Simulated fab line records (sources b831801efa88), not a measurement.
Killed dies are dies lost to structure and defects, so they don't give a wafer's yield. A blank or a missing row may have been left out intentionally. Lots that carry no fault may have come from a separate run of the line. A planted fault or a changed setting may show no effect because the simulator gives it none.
Which tool did it?    flow sky130    13 lots, 39 wafers sampled, at 4 steps of a route of 708

WHAT THE GAUGES READ, wafer by wafer
SKY_SONOS_TUNNEL_TW_MEAS_12.
lot   measured      on             SONOS_TUNNEL_TW
L623  day 11 15:46  film_metro-01  199.2 200.1 200.7
L624  day 12 02:29  film_metro-01  198.6 197.4 198.7
L628  day 13 03:59  film_metro-04  197.6 196.9 196.4
L631  day 14 06:33  film_metro-01  198.0 197.7 197.5
L633  day 14 19:31  film_metro-04  226.8 225.5 226.4
L634  day 15 05:22  film_metro-04  226.1 225.6 225.2
L635  day 15 08:26  film_metro-04  195.8 196.3 196.0
L637  day 16 05:13  film_metro-02  196.6 196.5 197.1
L640  day 17 01:07  film_metro-02  196.0 195.6 196.8
L641  day 17 04:09  film_metro-02  196.2 196.1 196.3
L643  day 18 03:11  film_metro-01  195.6 195.8 196.1
L645  day 18 18:49  film_metro-04  194.8 195.8 196.0
L646  day 19 00:20  film_metro-04  197.0 196.3 198.6

SKY_CONTACT_THK_MEAS_01.
lot   measured      on             CONTACT_CVD_00_THK (nm)
L623  day 30 17:38  film_metro-01  74.7 76.7 76.7
L624  day 31 07:11  film_metro-03  72.8 75.9 76.9
L628  day 32 10:38  film_metro-01  75.7 75.7 77.5
L631  day 33 12:56  film_metro-03  75.4 76.0 76.7
L634  day 34 04:59  film_metro-01  75.7 77.2 76.4
L635  day 34 11:17  film_metro-03  75.3 76.1 76.0
L637  day 35 08:17  film_metro-03  73.3 74.4 75.0
L640  day 36 01:39  film_metro-01  74.8 75.3 75.8
L641  day 36 04:25  film_metro-01  73.5 77.5 76.3
L643  day 36 22:00  film_metro-03  74.9 75.4 77.2
L645  day 37 19:35  film_metro-04  75.4 76.0 75.7
L646  day 37 21:22  film_metro-04  74.8 74.0 74.0

TOOL THAT RAN EACH LOT (tool first, then ch and the chambers of the sampled wafers, then the start)
lot   SKY_SONOS_TUNNEL_IMPLANT_09      SKY_RES_PROTECT_STRIP_07
L623  implanter-01 ch 0, day 11 15:21  plasma_asher-02 ch 0,1, day 15 13:21
L624  implanter-04 ch 0, day 12 02:06  plasma_asher-02 ch 0,1, day 16 01:47
L628  implanter-01 ch 0, day 13 03:34  plasma_asher-04 ch 0,1, day 17 03:08
L631  implanter-01 ch 0, day 14 06:08  plasma_asher-03 ch 0,1, day 18 09:38
L633  implanter-01 ch 0, day 14 19:05  -
L634  implanter-01 ch 0, day 15 04:58  plasma_asher-02 ch 0,1, day 19 06:41
L635  implanter-02 ch 0, day 15 08:01  plasma_asher-03 ch 1, day 19 11:00
L637  implanter-02 ch 0, day 16 04:49  plasma_asher-04 ch 0,1, day 20 12:56
L640  implanter-02 ch 0, day 17 00:44  plasma_asher-02 ch 0,1, day 21 09:40
L641  implanter-04 ch 0, day 17 03:44  plasma_asher-04 ch 0,1, day 21 11:09
L643  implanter-02 ch 0, day 18 02:36  plasma_asher-03 ch 0,1, day 22 09:53
L645  implanter-02 ch 0, day 18 18:25  plasma_asher-02 ch 0,1, day 23 00:08
L646  implanter-01 ch 0, day 18 23:55  plasma_asher-04 ch 0,1, day 23 09:36
- SKY_SONOS_TUNNEL_IMPLANT_09
- SKY_RES_PROTECT_STRIP_07: strips in O2/N2.

WHAT THE TOOLS THEMSELVES READ (means of the sampled wafers that have a number; where no wafer has one, the mark that the record gives instead)
SKY_SONOS_TUNNEL_IMPLANT_09.
lot   tool          dose_ions_cm2  faraday_current_uA
L623  implanter-01  1e+12          5.71
L624  implanter-04  1e+12          5.65
L628  implanter-01  1e+12          5.65
L631  implanter-01  1e+12          5.79
L633  implanter-01  2e+12          9.21
L634  implanter-01  2e+12          9.14
L635  implanter-02  1e+12          5.62
L637  implanter-02  1e+12          5.63
L640  implanter-02  1e+12          5.58
L641  implanter-04  1e+12          5.56
L643  implanter-02  1e+12          5.57
L645  implanter-02  1e+12          5.55
L646  implanter-01  1e+12          5.73

SKY_RES_PROTECT_STRIP_07.
lot   tool             drypump_motor_current_A (A)  oes_product_au (a.u.)  strip_time_to_endpoint_s (s)
L623  plasma_asher-02  5.81                         0.515                  23.34
L624  plasma_asher-02  5.83                         0.518                  23.34
L628  plasma_asher-04  5.27                         0.518                  23.37
L631  plasma_asher-03  5.56                         0.517                  23.25
L634  plasma_asher-02  5.81                         0.515                  23.26
L635  plasma_asher-03  5.55                         0.511                  23.39
L637  plasma_asher-04  5.45                         0.517                  23.29
L640  plasma_asher-02  5.81                         0.521                  23.28
L641  plasma_asher-04  5.42                         0.515                  23.27
L643  plasma_asher-03  5.54                         0.512                  23.25
L645  plasma_asher-02  5.91                         0.521                  23.30
L646  plasma_asher-04  5.29                         0.517                  23.29

THE ANSWER, worked out from the rows above alone
Rule: the usual values come from the lots themselves. Put in order of their means at a reading, lots are off if they are a third of the lots or fewer, leave a main group of 4 or more, and stand apart from it by a gap of 3 or more times the standard deviation of the main group's means; of several such gaps the widest counts. If all means in a main group match to the digits the tables above print for the reading, that group is not used. A lot without any number at a reading at which 4 lots or more have one is off too. All remaining lots with rows at the step are treated as sound. The gauges are gone through in route order, then the tools' own readings, and for those a lot's mean is taken as printed above. At the first step where some lot is off, the reading lying furthest off is the one used; lots without a number count as furthest.
Off: L633, L634, at SKY_SONOS_TUNNEL_TW_MEAS_12 (SONOS_TUNNEL_TW). The main group: mean 197.0, standard deviation 1.2.
A tool fits if, at a process step before that reading, it ran every lot that is off, and no sound lot after the first of them. Not tried: the gauges at SKY_SONOS_TUNNEL_TW_MEAS_12; whatever is off there is also off at SKY_SONOS_TUNNEL_IMPLANT_09, on other tools, and gauge error can't account for it. Of those tried, none fits.

WHAT HAD BEEN PUT IN BY THE SIMULATOR
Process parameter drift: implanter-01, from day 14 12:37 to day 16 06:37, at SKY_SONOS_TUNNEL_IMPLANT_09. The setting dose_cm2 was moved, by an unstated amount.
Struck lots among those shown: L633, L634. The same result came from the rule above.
